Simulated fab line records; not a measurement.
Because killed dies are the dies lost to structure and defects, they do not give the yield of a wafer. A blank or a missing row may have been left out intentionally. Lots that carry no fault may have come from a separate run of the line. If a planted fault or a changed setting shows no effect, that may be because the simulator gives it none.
fab line records	flow sfq-line	part 1 of 2: steps 1 to 28 of 38
[record] lots = 5	wafers = 15	last-day = 84
route steps=325 shown L0@11 L0V@16 M0@28 I0@43
lots untouched by any fault: they come from a run of this same line in which no faults occurred
start-h: hours from the record's first day to the start of the lot's first wafer shown	wait-h: hours since the lot's step before	" as in the row above	L1.1+2: several wafers, shown together as one row	- value missing, or start not given	* or withheld: withheld	< > ~ a bound
route shown NAME@n: names a module that has steps shown in the file, with the first one's number in the route	usual: mean and standard deviation over wafers with no fault	same: alike in all rows	chamber/n: place in a boat	sites: the reading at each site	_std_site: their standard deviation	_edge_site: outer sites' mean less inner sites'	radius-mm: for every site, how far away it sits from the centre of the wafer	mask NAME#n: copy n	behind: the last tool/chamber to shape the wafer	hold: why the lot was held/for how many hours/how that ended	device: the n, p or np transistor that did not switch	end of line: tests run on the same wafers once the route is complete	where a step has no rows: the recipe by itself	killed: at the first sort, the dies lost to defects and structure; wafer yield is something else	map: dies across one wafer; x = killed, . = not, _ = none there
set.NAME: the setting that was run; set.NAME@STEP: the one run at that earlier step	model.NAME: the simulator's own value behind a step, which no gauge read
lots at selected steps of the route; one table per step, one row per wafer
services: from which hour (start-h, from the record's first day; less than 0 if before it) a tool's chamber was out of use, for how many hours, and why
[[steps]]
[step SFQ_TRILAYER_L0_LITHO_DEVELOP_007]
[recipe] time-s = 60	resist = KrF
lot.wafer	tool	chamber	start-h	wait-h
L082.2+5+6	litho-track-03	0	126.80	0.1
L084.1+2+6	litho-track-04	0	135.17	0.1
L086.2+3+5	litho-track-03	0	146.00	0.1
L091.1+3+6	litho-track-01	0	178.77	0.1
L092.1+2+3	litho-track-03	0	182.37	0.1
[step SFQ_TRILAYER_L0_BARC_OPEN_METAL_ETCH_010]
[recipe] mask-material = PR	chemistry = O2	target-depth-nm = 125	target = BARC	icp-w = 600	bias-w = 80	pressure-mtorr = 10	time-s = 41.7
[usual] bias-w = 80.03/0.26	drypump-motor-current-A = 5.7/0.49	oes-product-au = 0.685/0.0048
lot.wafer	tool	chamber	start-h	wait-h	bias-w	drypump-motor-current-A	oes-product-au	rf-hours-counter-h
L082.2	rie-metal-04	1	126.92	0.1	79.70	5.5	0.675	86
L082.5	"	1	"	"	79.69	5.5	0.685	-
L082.6	"	0	"	"	80.19	5.8	0.686	-
L084.1	rie-metal-02	1	135.32	0.1	80.16	5.4	0.689	140
L084.2	"	0	"	"	79.86	6.7	0.684	158
L084.6	"	0	"	"	80.02	6.7	0.688	-
L086.2	rie-metal-03	0	146.12	0.1	79.74	5.1	0.690	45
L086.3	"	1	"	"	79.93	6.0	0.684	-
L086.5	"	1	"	"	80.03	6.0	0.681	-
L091.1	rie-metal-03	1	178.92	0.1	79.87	6.0	0.687	6
L091.3	"	1	"	"	80.40	6.0	0.680	-
L091.6	"	1	"	"	79.71	6.0	0.682	-
L092.1	rie-metal-02	0	182.52	0.1	79.78	6.7	0.679	166
L092.2	"	1	"	"	79.66	5.4	0.690	148
L092.3	"	1	"	"	80.01	5.4	0.686	-
[step SFQ_TRILAYER_L0_ETCH_METAL_ETCH_008]
[recipe] target = MoNx_KI	stop-on = SiO2	mask-material = PR	chemistry = SF6/O2	target-depth-nm = 50	icp-w = 615.5	bias-w = 80	pressure-mtorr = 10	time-s = 25
[usual] bias-w = 80.01/0.23	drypump-motor-current-A = 5.7/0.49	oes-product-au = 0.873/0.0071
lot.wafer	tool	chamber	start-h	wait-h	bias-w	drypump-motor-current-A	oes-product-au	rf-hours-counter-h
L082.2	rie-metal-04	1	126.98	0.0	79.92	5.5	0.865	86
L082.5	"	1	"	"	79.86	5.5	0.868	-
L082.6	"	0	"	"	79.71	5.8	0.869	-
L084.1	rie-metal-02	1	135.38	0.0	79.82	5.4	0.875	140
L084.2	"	0	"	"	80.16	6.7	0.872	158
L084.6	"	0	"	"	80.03	6.7	0.869	-
L086.2	rie-metal-03	0	146.18	0.0	80.00	5.1	0.875	45
L086.3	"	1	"	"	80.02	6.0	0.878	-
L086.5	"	1	"	"	79.76	6.0	0.866	-
L091.1	rie-metal-03	1	178.98	0.0	79.80	5.9	0.884	6
L091.3	"	1	"	"	80.30	5.9	0.878	-
L091.6	"	1	"	"	80.17	5.9	0.880	-
L092.1	rie-metal-02	0	182.58	0.0	79.87	6.7	0.868	166
L092.2	"	1	"	"	79.59	5.4	0.868	148
L092.3	"	1	"	"	79.45	5.4	0.883	-
[step SFQ_TRILAYER_L0_STRIP_STRIP_009]
[recipe] gas = O2	power-w = 200	platen-temp-c = 40	overash-fraction = 0.65	chemistry = O2	pressure-mtorr = 51.68
[usual] drypump-motor-current-A = 5.7/0.49	oes-product-au = 0.993/0.0075
lot.wafer	tool	chamber	start-h	wait-h	drypump-motor-current-A	oes-product-au	rf-hours-counter-h
L082.2	rie-metal-04	1	127.03	0.0	5.5	0.981	86
L082.5	"	1	"	"	5.5	0.985	-
L082.6	"	0	"	"	5.8	1.003	-
L084.1	rie-metal-02	1	135.43	0.0	5.4	1.004	140
L084.2	"	0	"	"	6.7	0.994	158
L084.6	"	0	"	"	6.7	0.989	-
L086.2	rie-metal-03	0	146.23	0.0	5.2	0.988	45
L086.3	"	1	"	"	6.0	0.990	-
L086.5	"	1	"	"	6.0	0.993	-
L091.1	rie-metal-03	1	179.03	0.0	6.0	1.000	6
L091.3	"	1	"	"	6.0	1.002	-
L091.6	"	1	"	"	6.0	0.994	-
L092.1	rie-metal-02	0	182.63	0.0	6.7	0.975	166
L092.2	"	1	"	"	5.4	0.991	148
L092.3	"	1	"	"	5.4	0.979	-
[step SFQ_TRILAYER_L0_STRIP_SOLV_CLEAN_010]
[recipe] chemistry = NMP	temp-c = 70	time-s = 600
[usual] bath-heat-duty-pct = 13.6/1.4
lot.wafer	tool	chamber	start-h	wait-h	bath-heat-duty-pct
L082.2	wet-bench-02	1	127.63	0.4	12.2
L082.5	"	6	"	"	16.5
L082.6	"	7	"	"	13.6
L084.1	wet-bench-01	6	136.03	0.4	12.9
L084.2	"	2	"	"	13.3
L084.6	"	5	"	"	13.4
L086.2	wet-bench-01	7	146.83	0.4	13.8
L086.3	"	0	"	"	11.8
L086.5	"	6	"	"	14.9
L091.1	wet-bench-04	5	179.63	0.4	13.7
L091.3	"	7	"	"	11.4
L091.6	"	4	"	"	16.8
L092.1	wet-bench-01	1	183.23	0.4	14.6
L092.2	"	3	"	"	12.8
L092.3	"	6	"	"	14.0
[step SFQ_TRILAYER_L0_CAP_PECVD_011]
[recipe] material = SiO2	temp-c = 150	time-s = 13.333	pressure-torr = 2.4	rf-w = 183.3	precursor = SiH4/N2O	target-thk-nm = 60
[usual] chamber-pressure-Torr = 2.400/0.0051	heater-power-w = 87/15	throttle-valve-pct = 24.9/1.5
lot.wafer	tool	chamber	start-h	wait-h	chamber-pressure-Torr	heater-power-w	throttle-valve-pct
L082.2	pecvd-02	0	127.80	0.0	2.394	94	24.0
L082.5	"	2	"	"	2.402	102	23.8
L082.6	"	0	"	"	2.410	97	24.0
L084.1	pecvd-02	1	136.20	0.0	2.402	87	25.0
L084.2	"	0	"	"	2.400	91	24.0
L084.6	"	0	"	"	2.390	94	24.0
L086.2	pecvd-02	1	147.00	0.0	2.401	101	25.5
L086.3	"	1	"	"	2.393	101	25.6
L086.5	"	1	"	"	2.406	103	25.3
L091.1	pecvd-01	2	179.80	0.0	2.407	76	27.6
L091.3	"	0	"	"	2.405	73	27.2
L091.6	"	1	"	"	2.406	72	23.3
L092.1	pecvd-01	1	183.40	0.0	2.405	67	23.3
L092.2	"	2	"	"	2.396	61	27.5
L092.3	"	0	"	"	2.394	75	26.8
[step SFQ_TRILAYER_L0_VIA_LITHO_COAT_018]
[recipe] resist = BARC	spin-rpm = 3000	resist-thk-nm = 62
lot.wafer	tool	chamber	start-h	wait-h
L082.2+5+6	litho-track-02	0	127.88	0.1
L084.1+2+6	litho-track-01	0	136.23	0.0
L086.2+3+5	litho-track-01	0	147.09	0.1
L091.1+3+6	litho-track-01	0	179.82	0.0
L092.1+2+3	litho-track-02	0	183.52	0.1
[step SFQ_TRILAYER_L0_VIA_LITHO_COAT_013]
[recipe] resist = KrF	spin-rpm = 3000	resist-thk-nm = 650
lot.wafer	tool	chamber	start-h	wait-h
L082.2+5+6	litho-track-02	0	128.18	0.2
L084.1+2+6	litho-track-01	0	136.53	0.2
L086.2+3+5	litho-track-01	0	147.39	0.2
L091.1+3+6	litho-track-01	0	180.12	0.2
L092.1+2+3	litho-track-02	0	183.82	0.2
[step SFQ_TRILAYER_L0_VIA_LITHO_SOFTBAKE_017]
[recipe] temp-c = withheld	time-s = withheld	resist = KrF
lot.wafer	tool	chamber	start-h	wait-h
L082.2+5+6	litho-track-02	0	128.45	0.2
L084.1+2+6	litho-track-01	0	136.83	0.2
L086.2+3+5	litho-track-01	0	147.67	0.2
L091.1+3+6	litho-track-01	0	180.42	0.2
L092.1+2+3	litho-track-02	0	184.12	0.2
[step SFQ_TRILAYER_L0_VIA_LITHO_EXPOSE_014]
[recipe] mask-id = L0V	na = 0.6	source-shape = conventional	sigma-outer = 0.65	target-cd-nm = 700	dose-mj = 21.3
lot.wafer	tool	chamber	start-h	wait-h	mask
L082.2+5+6	krf-scanner-02	0	205.22	-	L0V#0
L084.1+2+6	krf-scanner-01	0	214.12	-	L0V#0
L086.2+3+5	krf-scanner-01	0	223.92	-	L0V#0
L091.1+3+6	krf-scanner-02	0	273.05	-	L0V#0
L092.1+2+3	krf-scanner-02	0	276.65	-	L0V#0
[step SFQ_TRILAYER_L0_VIA_LITHO_PEB_016]
[recipe] peb-temp-c = 115	peb-time-s = 60	resist = KrF
lot.wafer	tool	chamber	start-h	wait-h
L082.2+5+6	litho-track-04	0	206.24	0.8
L084.1+2+6	litho-track-01	0	215.32	1.0
L086.2+3+5	litho-track-01	0	224.95	0.8
L091.1+3+6	litho-track-04	0	274.25	1.0
L092.1+2+3	litho-track-04	0	277.85	1.0
[step SFQ_TRILAYER_L0_VIA_LITHO_DEVELOP_015]
[recipe] time-s = 60	resist = KrF
lot.wafer	tool	chamber	start-h	wait-h
L082.2+5+6	litho-track-04	0	206.39	0.1
L084.1+2+6	litho-track-01	0	215.47	0.1
L086.2+3+5	litho-track-01	0	225.10	0.1
L091.1+3+6	litho-track-04	0	274.40	0.1
L092.1+2+3	litho-track-04	0	278.00	0.1
[step SFQ_L0V_OVL_MEAS_903]
[usual] L0V_OVL = 2/4.2
lot.wafer	tool	chamber	start-h	wait-h	L0V_OVL[nm]
L082.2	overlay-02	-	206.53	0.1	3
L082.5	"	-	"	"	-4
L082.6	"	-	"	"	9
L084.1	overlay-01	-	215.62	0.1	5
L084.2	"	-	"	"	4
L084.6	"	-	"	"	2
L086.2	overlay-02	-	225.23	0.1	-4
L086.3	"	-	"	"	-1
L086.5	"	-	"	"	0
L091.1	overlay-01	-	274.55	0.1	-3
L091.3	"	-	"	"	0
L091.6	"	-	"	"	0
L092.1	overlay-02	-	278.15	0.1	2
L092.2	"	-	"	"	0
L092.3	"	-	"	"	3
[step SFQ_TRILAYER_L0_VIA_BARC_OPEN_VIA_ETCH_021]
[recipe] mask-material = PR	chemistry = O2	target-depth-nm = 125	target = BARC	source-w = 500	bias-w = 80	pressure-mtorr = 30	time-s = 41.7
[usual] bias-w = 79.97/0.25	drypump-motor-current-A = 5.6/0.42	oes-product-au = 0.685/0.0042
lot.wafer	tool	chamber	start-h	wait-h	bias-w	drypump-motor-current-A	oes-product-au	rf-hours-counter-h
L082.2	rie-diel-03	0	206.56	0.0	79.84	5.8	0.686	142
L082.5	"	3	"	"	80.24	5.9	0.687	-
L082.6	"	0	"	"	79.85	5.8	0.686	-
L084.1	rie-diel-01	3	215.66	0.0	79.96	5.2	0.687	51
L084.2	"	0	"	"	79.51	5.8	0.684	71
L084.6	"	0	"	"	80.11	5.8	0.691	-
L086.2	rie-diel-01	1	225.26	0.0	80.00	5.1	0.689	91
L086.3	"	3	"	"	80.05	5.1	0.692	52
L086.5	"	3	"	"	80.05	5.1	0.684	-
L091.1	rie-diel-01	0	274.58	0.0	79.49	5.8	0.688	71
L091.3	"	2	"	"	79.97	5.1	0.689	52
L091.6	"	0	"	"	79.85	5.8	0.681	-
L092.1	rie-diel-04	0	278.18	0.0	80.37	6.1	0.683	4
L092.2	"	2	"	"	79.92	5.0	0.677	2
L092.3	"	1	"	"	79.96	6.2	0.687	0
[step SFQ_TRILAYER_L0_VIA_ETCH_VIA_ETCH_016]
[recipe] target = SiO2	stop-on = MoNx_KI	mask-material = PR	chemistry = CHF3	target-depth-nm = 80	source-w = 500	bias-w = 80	pressure-mtorr = 30	time-s = withheld
[usual] bias-w = 80.03/0.21	drypump-motor-current-A = 5.6/0.42	oes-product-au = 0.842/0.0077
lot.wafer	tool	chamber	start-h	wait-h	bias-w	drypump-motor-current-A	oes-product-au
L082.2	rie-diel-03	0	206.60	0.0	80.11	5.8	0.837
L082.5	"	3	"	"	80.33	5.9	0.847
L082.6	"	0	"	"	79.86	5.8	0.846
L084.1	rie-diel-01	3	215.70	0.0	80.12	5.2	0.833
L084.2	"	0	"	"	79.84	5.8	0.831
L084.6	"	0	"	"	80.06	5.7	0.830
L086.2	rie-diel-01	1	225.30	0.0	79.66	5.1	0.832
L086.3	"	3	"	"	79.82	5.1	0.853
L086.5	"	3	"	"	79.90	5.1	0.846
L091.1	rie-diel-01	0	274.62	0.0	79.96	5.8	0.838
L091.3	"	2	"	"	79.91	5.1	0.829
L091.6	"	0	"	"	79.94	5.8	0.839
L092.1	rie-diel-04	0	278.22	0.0	80.12	6.0	0.837
L092.2	"	2	"	"	80.17	5.0	0.852
L092.3	"	1	"	"	79.75	6.2	0.838
[step SFQ_TRILAYER_L0_VIA_STRIP_STRIP_017]
[recipe] gas = O2	power-w = 200	platen-temp-c = 40	overash-fraction = 0.65	chemistry = O2	pressure-mtorr = 50
[usual] drypump-motor-current-A = 5.8/0.33	oes-product-au = 0.998/0.0078
lot.wafer	tool	chamber	start-h	wait-h	drypump-motor-current-A	oes-product-au	rf-hours-counter-h
L082.2	rie-metal-01	0	206.64	-	5.9	0.992	164
L082.5	"	0	"	"	5.9	0.991	-
L082.6	"	1	"	"	6.2	0.996	-
L084.1	rie-metal-01	0	215.74	-	5.9	0.987	166
L084.2	"	1	"	"	6.2	1.008	58
L084.6	"	1	"	"	6.1	1.008	-
L086.2	rie-metal-01	1	225.34	-	6.2	1.000	60
L086.3	"	0	"	"	5.9	1.002	-
L086.5	"	1	"	"	6.2	1.012	-
L091.1	rie-metal-04	0	274.67	-	5.8	1.001	140
L091.3	"	1	"	"	5.5	1.001	-
L091.6	"	0	"	"	5.7	1.003	-
L092.1	rie-metal-03	1	278.27	-	6.0	0.989	20
L092.2	"	0	"	"	5.1	1.004	65
L092.3	"	1	"	"	6.0	0.989	-
[step SFQ_TRILAYER_L0_VIA_STRIP_SOLV_CLEAN_018]
[recipe] chemistry = NMP	temp-c = 70	time-s = 600
[usual] bath-heat-duty-pct = 13.6/1.5
lot.wafer	tool	chamber	start-h	wait-h	bath-heat-duty-pct
L082.2	wet-bench-03	4	207.24	0.4	14.3
L082.5	"	0	"	"	13.9
L082.6	"	5	"	"	16.1
L084.1	wet-bench-03	6	216.34	0.4	12.2
L084.2	"	5	"	"	14.2
L084.6	"	1	"	"	11.9
L086.2	wet-bench-02	6	225.94	0.4	16.9
L086.3	"	7	"	"	12.5
L086.5	"	0	"	"	12.2
L091.1	wet-bench-04	1	275.27	0.4	11.5
L091.3	"	7	"	"	11.8
L091.6	"	3	"	"	13.8
L092.1	wet-bench-04	1	278.87	0.4	11.6
L092.2	"	4	"	"	15.8
L092.3	"	6	"	"	12.6
[step SFQ_TRILAYER_M0_DEP_PRE_CLEAN_020]
[recipe] gas = Ar	time-s = 15	bias-v = 250
lot.wafer	tool	chamber	start-h	wait-h
L082.2+5+6	pvd-sputter-04	-	207.42	0.0
L084.1+2+6	pvd-sputter-03	-	216.55	0.0
L086.2+3+5	pvd-sputter-04	-	226.12	0.0
L091.1+3+6	pvd-sputter-03	-	275.44	0.0
L092.1+2+3	pvd-sputter-04	-	279.06	0.0
[step SFQ_TRILAYER_M0_DEP_SPUTTER_019]
[recipe] material = Nb	base-pressure-pa = 1.33e-06	chamber-pressure-pa = 0.1333	substrate-temp-c = 20	resputter-cathode-voltage-v = 400	target-thk-nm = 200	power-w = 2000	time-s = 137.7
[usual] resputter-cathode-voltage-v = 400/3.7	throttle-valve-pct = 30.4/1.2
lot.wafer	tool	chamber	start-h	wait-h	resputter-cathode-voltage-v	throttle-valve-pct
L082.2	pvd-sputter-04	-	207.44	0.0	402	28.3
L082.5	"	-	"	"	404	28.3
L082.6	"	-	"	"	400	29.6
L084.1	pvd-sputter-03	-	216.58	0.0	407	29.5
L084.2	"	-	"	"	400	31.0
L084.6	"	-	"	"	397	29.8
L086.2	pvd-sputter-04	-	226.14	0.0	403	28.6
L086.3	"	-	"	"	403	31.9
L086.5	"	-	"	"	393	32.0
L091.1	pvd-sputter-03	-	275.47	0.0	402	29.9
L091.3	"	-	"	"	405	32.0
L091.6	"	-	"	"	402	29.4
L092.1	pvd-sputter-04	-	279.09	0.0	397	31.9
L092.2	"	-	"	"	403	32.3
L092.3	"	-	"	"	399	28.3
[step SFQ_M0_RS_MEAS_904]
[recipe] thk-meas-gauge = four-point-probe	reads = Nb_of_TRILAYER_M0_DEP_SPUTTER_019
[usual] M0_NB_RS = 0.863/0.0096
lot.wafer	tool	chamber	start-h	wait-h	M0_NB_RS[ohm/sq]
L082.2	film-metro-03	-	207.55	0.1	0.850
L082.5	"	-	"	"	0.860
L082.6	"	-	"	"	0.873
L084.1	film-metro-02	-	216.67	0.0	0.874
L084.2	"	-	"	"	0.864
L084.6	"	-	"	"	0.875
L086.2	film-metro-01	-	226.26	0.1	0.853
L086.3	"	-	"	"	0.856
L086.5	"	-	"	"	0.861
L091.1	film-metro-02	-	275.56	0.0	0.858
L091.3	"	-	"	"	0.847
L091.6	"	-	"	"	0.859
L092.1	film-metro-03	-	279.18	0.0	0.860
L092.2	"	-	"	"	0.854
L092.3	"	-	"	"	0.847
[step SFQ_TRILAYER_M0_LITHO_COAT_026]
[recipe] resist = BARC	spin-rpm = 3000	resist-thk-nm = 62
lot.wafer	tool	chamber	start-h	wait-h
L082.2+5+6	litho-track-03	0	207.76	0.1
L084.1+2+6	litho-track-02	0	216.85	0.1
L086.2+3+5	litho-track-02	0	226.47	0.1
L091.1+3+6	litho-track-02	0	275.74	0.1
L092.1+2+3	litho-track-03	0	279.36	0.1
[step SFQ_TRILAYER_M0_LITHO_COAT_021]
[recipe] resist = KrF	spin-rpm = 3000	resist-thk-nm = 600
lot.wafer	tool	chamber	start-h	wait-h
L082.2+5+6	litho-track-03	0	208.06	0.2
L084.1+2+6	litho-track-02	0	217.15	0.2
L086.2+3+5	litho-track-02	0	226.77	0.2
L091.1+3+6	litho-track-02	0	276.04	0.2
L092.1+2+3	litho-track-03	0	279.66	0.2
[step SFQ_TRILAYER_M0_LITHO_SOFTBAKE_025]
[recipe] temp-c = withheld	time-s = withheld	resist = KrF
lot.wafer	tool	chamber	start-h	wait-h
L082.2+5+6	litho-track-03	0	208.34	0.2
L084.1+2+6	litho-track-02	0	217.45	0.2
L086.2+3+5	litho-track-02	0	227.04	0.2
L091.1+3+6	litho-track-02	0	276.34	0.2
L092.1+2+3	litho-track-03	0	279.96	0.2
[step SFQ_TRILAYER_M0_LITHO_EXPOSE_022]
[recipe] mask-id = M0	na = 0.6	source-shape = conventional	sigma-outer = 0.65	target-cd-nm = 500	dose-mj = 14.4
lot.wafer	tool	chamber	start-h	wait-h	mask
L082.2+5+6	krf-scanner-02	0	312.85	-	M0#0
L084.1+2+6	krf-scanner-01	0	327.17	-	M0#0
L086.2+3+5	krf-scanner-02	0	346.64	-	M0#0
L091.1+3+6	krf-scanner-02	0	398.29	-	M0#0
L092.1+2+3	krf-scanner-02	0	403.09	-	M0#0
[step SFQ_TRILAYER_M0_LITHO_PEB_024]
[recipe] peb-temp-c = 115	peb-time-s = 60	resist = KrF
lot.wafer	tool	chamber	start-h	wait-h
L082.2+5+6	litho-track-02	0	313.87	0.8
L084.1+2+6	litho-track-04	0	328.37	1.0
L086.2+3+5	litho-track-04	0	347.66	0.8
L091.1+3+6	litho-track-04	0	399.49	1.0
L092.1+2+3	litho-track-02	0	404.29	1.0
[step SFQ_TRILAYER_M0_LITHO_DEVELOP_023]
[recipe] time-s = 60	resist = KrF
lot.wafer	tool	chamber	start-h	wait-h
L082.2+5+6	litho-track-02	0	314.02	0.1
L084.1+2+6	litho-track-04	0	328.52	0.1
L086.2+3+5	litho-track-04	0	347.81	0.1
L091.1+3+6	litho-track-04	0	399.64	0.1
L092.1+2+3	litho-track-02	0	404.44	0.1
[step SFQ_M0_OVL_MEAS_906]
[usual] M0_OVL = -1/5.2
lot.wafer	tool	chamber	start-h	wait-h	M0_OVL[nm]
L082.2	overlay-01	-	314.15	0.1	-6
L082.5	"	-	"	"	-5
L082.6	"	-	"	"	-12
L084.1	overlay-02	-	328.67	0.1	-11
L084.2	"	-	"	"	-2
L084.6	"	-	"	"	-5
L086.2	overlay-02	-	347.94	0.1	-2
L086.3	"	-	"	"	-4
L086.5	"	-	"	"	1
L091.1	overlay-02	-	399.79	0.1	1
L091.3	"	-	"	"	2
L091.6	"	-	"	"	-4
L092.1	overlay-01	-	404.59	0.1	1
L092.2	"	-	"	"	4
L092.3	"	-	"	"	-3
[step SFQ_TRILAYER_M0_BARC_OPEN_METAL_ETCH_031]
[recipe] mask-material = PR	chemistry = O2	target-depth-nm = 125	target = BARC	icp-w = 600	bias-w = 80	pressure-mtorr = 10	time-s = 41.7
[usual] bias-w = 79.99/0.23	drypump-motor-current-A = 6.0/0.42	oes-product-au = 0.685/0.005
lot.wafer	tool	chamber	start-h	wait-h	bias-w	drypump-motor-current-A	oes-product-au	rf-hours-counter-h
L082.2	rie-metal-01	1	314.18	0.0	80.15	6.1	0.682	73
L082.5	"	0	"	"	80.09	5.9	0.683	-
L082.6	"	1	"	"	80.30	6.2	0.675	-
L084.1	rie-metal-02	0	328.71	0.0	80.12	6.7	0.681	0
L084.2	"	1	"	"	79.82	5.4	0.689	171
L084.6	"	0	"	"	79.69	6.7	0.691	-
L086.2	rie-metal-01	1	347.99	0.0	79.83	6.1	0.687	-
L086.3	"	1	"	"	80.08	6.2	0.688	-
L086.5	"	1	"	"	80.00	6.2	0.693	-
L091.1	rie-metal-04	1	399.82	0.0	79.81	5.5	0.681	124
L091.3	"	0	"	"	80.02	5.8	0.678	-
L091.6	"	1	"	"	79.38	5.4	0.680	-
L092.1	rie-metal-02	0	404.62	0.0	79.72	6.7	0.675	13
L092.2	"	1	"	"	79.71	5.4	0.688	3
L092.3	"	1	"	"	80.00	5.4	0.684	-
